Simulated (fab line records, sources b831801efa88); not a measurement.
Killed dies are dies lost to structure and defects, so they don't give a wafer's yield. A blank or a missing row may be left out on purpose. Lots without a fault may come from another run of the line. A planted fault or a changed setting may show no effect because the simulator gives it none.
A struck lot beside a sound one | flow sfq_line | 41 steps out of a route of 325
Sound: wafers L558.1, L558.4, L558.6. Struck: wafer L562.6. (L562.2, L562.4 of the same lot were not struck and are left out.) The cause comes at the end.
At each step with rows: each side's tool, then ch and its chambers, then its first start. Under that, the readings that differ: sound wafers | struck wafers | difference of the means | sigmas: that difference in standard deviations of wafers without a fault.
alike: readings whose means differ by less than 2 such deviations, and words and numbers that are the same on both sides. not compared: withheld readings, readings that some wafer has no value for, bounds like >300 that may hide the same value, and numbers for which the record gives no deviation and whose values overlap.
The two part at a step that has a row with sigmas, a row that says differs or no value, or rows on one side only. Numbers that don't overlap but have no deviation are shown without sigmas and don't part them. A reading that every wafer of one side lacks parts them only if that side has two wafers or more.

first, 6 steps without rows for these wafers: SFQ_TRILAYER_M7_LITHO_COAT_182 (resist thk 62 nm); SFQ_TRILAYER_M7_LITHO_COAT_177 (resist thk 600 nm); SFQ_TRILAYER_M7_LITHO_SOFTBAKE_181; SFQ_TRILAYER_M7_LITHO_EXPOSE_178 (exposes mask M7, target cd 500 nm); SFQ_TRILAYER_M7_LITHO_PEB_180 (peb time 60 s); SFQ_TRILAYER_M7_LITHO_DEVELOP_179 (time 60 s).
SFQ_M7_OVL_MEAS_945:
  sound on overlay-01, day 65 01:53; struck on overlay-01, day 66 17:35
  alike: M7_OVL
SFQ_TRILAYER_M7_BARC_OPEN_METAL_ETCH_229: etches BARC in O2, target depth 125 nm, time 41.7 s.
  sound on rie_metal-01 ch 0, day 65 01:55; struck on rie_metal-01 ch 0, day 66 17:37
  alike: bias_w, chamber_pressure_mTorr, drypump_motor_current_A, oes_product_au
  not compared: rf_hours_counter_h
SFQ_TRILAYER_M7_ETCH_METAL_ETCH_180: etches Nb in Cl2/Ar, stops on SiO2, target depth 240 nm, time 120 s.
  sound on rie_metal-01 ch 0, day 65 01:59; struck on rie_metal-01 ch 0, day 66 17:41
  reading    | sound             | struck | difference | sigmas
  bias_w (W) | 79.74 79.91 79.59 | 80.23  | +0.48      | +2
  alike: chamber_pressure_mTorr, drypump_motor_current_A, oes_product_au
  not compared: rf_hours_counter_h
then, 2 steps without rows for these wafers: SFQ_TRILAYER_M7_STRIP_STRIP_181 (strips in O2); SFQ_TRILAYER_M7_STRIP_SOLV_CLEAN_182 (cleans in NMP, time 600 s).
SFQ_TRILAYER_I7_DEP_PECVD_183: deposits SiO2 from SiH4/N2O, time 111.11 s, target thk 500 nm.
  sound on pecvd-01 ch 0,2, day 65 02:53; struck on pecvd-01 ch 2, day 66 18:35
  alike: heater_power_w, susceptor_temp_C, throttle_valve_pct
SFQ_TRILAYER_I7_CMP_CMP_184: polishes SiO2.
  sound on cmp-01 ch 0,2, day 65 02:58; struck on cmp-01 ch 1, day 66 21:10
  reading                                             | sound             | struck | difference | sigmas
  time_to_endpoint_s (s)                              | 223 216 228       | 288    | +66        | +7
  model.SiO2_of_TRILAYER_I7_DEP_PECVD_183.thk_nm (nm) | 200.3 199.6 200.5 | 306.7  | +106.6     |
  alike: motor_current_A
SFQ_I7_BOW_MEAS_946:
  sound on film_metro-01, day 65 05:58; struck on film_metro-03, day 66 21:41
  alike: I7_BOW
SFQ_TRILAYER_I7_METRO_MEASURE_185:
  sound on film_metro-01, day 65 06:05; struck on film_metro-03, day 66 21:59
  reading     | sound             | struck | difference | sigmas
  thk_nm (nm) | 200.0 199.5 200.5 | 306.6  | +106.6     | +82
then, 6 steps without rows for these wafers: SFQ_TRILAYER_I7_VIA_LITHO_COAT_192 (resist thk 62 nm); SFQ_TRILAYER_I7_VIA_LITHO_COAT_187 (resist thk 650 nm); SFQ_TRILAYER_I7_VIA_LITHO_SOFTBAKE_191; SFQ_TRILAYER_I7_VIA_LITHO_EXPOSE_188 (exposes mask I7, target cd 1000 nm); SFQ_TRILAYER_I7_VIA_LITHO_PEB_190 (peb time 60 s); SFQ_TRILAYER_I7_VIA_LITHO_DEVELOP_189 (time 60 s).
-- the record jumps here: 4 days lie between the struck wafers' starts before and after --
SFQ_I7_OVL_MEAS_947:
  sound on overlay-01, day 69 03:15; struck on overlay-02, day 70 21:22
  alike: I7_OVL
SFQ_TRILAYER_I7_VIA_BARC_OPEN_VIA_ETCH_260: etches BARC in O2, target depth 125 nm, time 41.7 s.
  sound on rie_diel-01 ch 0,1,2, day 69 03:17; struck on rie_diel-04 ch 2, day 70 21:23
  alike: bias_w, chamber_pressure_mTorr, drypump_motor_current_A, oes_product_au
  not compared: rf_hours_counter_h
SFQ_TRILAYER_I7_VIA_ETCH_VIA_ETCH_190: etches SiO2 in CHF3, stops on Nb, target depth 260 nm.
  sound on rie_diel-01 ch 0,1,2, day 69 03:20; struck on rie_diel-04 ch 2, day 70 21:26
  reading                        | sound             | struck | difference | sigmas
  oes_product_au (a.u.)          | 0.850 0.858 0.862 | 1.016  | +0.159     | +27
  model.etch.depth_nm (nm)       | 200.3 199.6 200.5 | 264.9  | +64.8      |
  model.I7.feature_depth_nm (nm) | 200.3 199.6 200.5 | 264.9  | +64.8      |
  alike: bias_w, chamber_pressure_mTorr, drypump_motor_current_A
SFQ_TRILAYER_I7_VIA_STRIP_STRIP_191: strips in O2.
  sound on rie_metal-02 ch 0,1, day 69 03:26; struck on rie_metal-03 ch 0, day 70 21:32
  reading                     | sound       | struck | difference | sigmas
  drypump_motor_current_A (A) | 5.6 6.3 6.3 | 5.1    | -1.0       | -2
  alike: chamber_pressure_mTorr, oes_product_au, platen_temp_c
  not compared: rf_hours_counter_h
then, 8 steps without rows for these wafers: SFQ_TRILAYER_I7_VIA_STRIP_SOLV_CLEAN_192 (cleans in NMP, time 600 s); SFQ_TRILAYER_M8_LITHO_LOR_COAT_197; SFQ_TRILAYER_M8_LITHO_LOR_BAKE_198; SFQ_TRILAYER_M8_LITHO_COAT_193 (resist thk 600 nm); SFQ_TRILAYER_M8_LITHO_SOFTBAKE_199; SFQ_TRILAYER_M8_LITHO_EXPOSE_194 (exposes mask M8, target cd 2000 nm); SFQ_TRILAYER_M8_LITHO_PEB_196 (peb time 60 s); SFQ_TRILAYER_M8_LITHO_DEVELOP_195 (img clear 15 s, time 55 s).
SFQ_M8_OVL_MEAS_948:
  sound on overlay-02, day 70 02:41; struck on overlay-02, day 71 11:50
  alike: M8_OVL
then, 3 steps without rows for these wafers: SFQ_TRILAYER_M8_DEP_EVAP_197 (material Ti, target thk 20 nm, time 100 s); SFQ_TRILAYER_M8_DEP_EVAP_198 (material Pt, target thk 50 nm, time 250 s); SFQ_TRILAYER_M8_DEP_EVAP_196 (material Au, target thk 180 nm, time 900 s).
SFQ_M8_RS_MEAS_949: measures by four-point-probe.
  sound on film_metro-02, day 70 03:28; struck on film_metro-04, day 71 12:38
  alike: M8_AU_RS
SFQ_M8_THK_MEAS_950: measures by xrf.
  sound on film_metro-02, day 70 03:35; struck on film_metro-04, day 71 12:44
  reading        | sound             | struck | difference | sigmas
  M8_AU_THK (nm) | 181.0 178.2 178.1 | 174.3  | -4.8       | -2
then, 1 step without rows for these wafers: SFQ_TRILAYER_M8_LIFTOFF_LIFTOFF_197 (chemistry NMP, time 600 s).
SFQ_M8_BOW_MEAS_951:
  sound on film_metro-01, day 70 03:49; struck on film_metro-04, day 71 12:59
  reading                 | sound             | struck | difference | sigmas
  model.etest.i7.link_ohm | 1.048 1.047 1.058 | 1e+06  | +1e+06     |
  alike: M8_BOW

WHERE THEY PART
First at SFQ_TRILAYER_M7_ETCH_METAL_ETCH_180; last, within this record, at SFQ_M8_THK_MEAS_950. Later steps at which nothing parts them and some readings are alike: SFQ_M8_BOW_MEAS_951.

WHY: what the simulator had put in
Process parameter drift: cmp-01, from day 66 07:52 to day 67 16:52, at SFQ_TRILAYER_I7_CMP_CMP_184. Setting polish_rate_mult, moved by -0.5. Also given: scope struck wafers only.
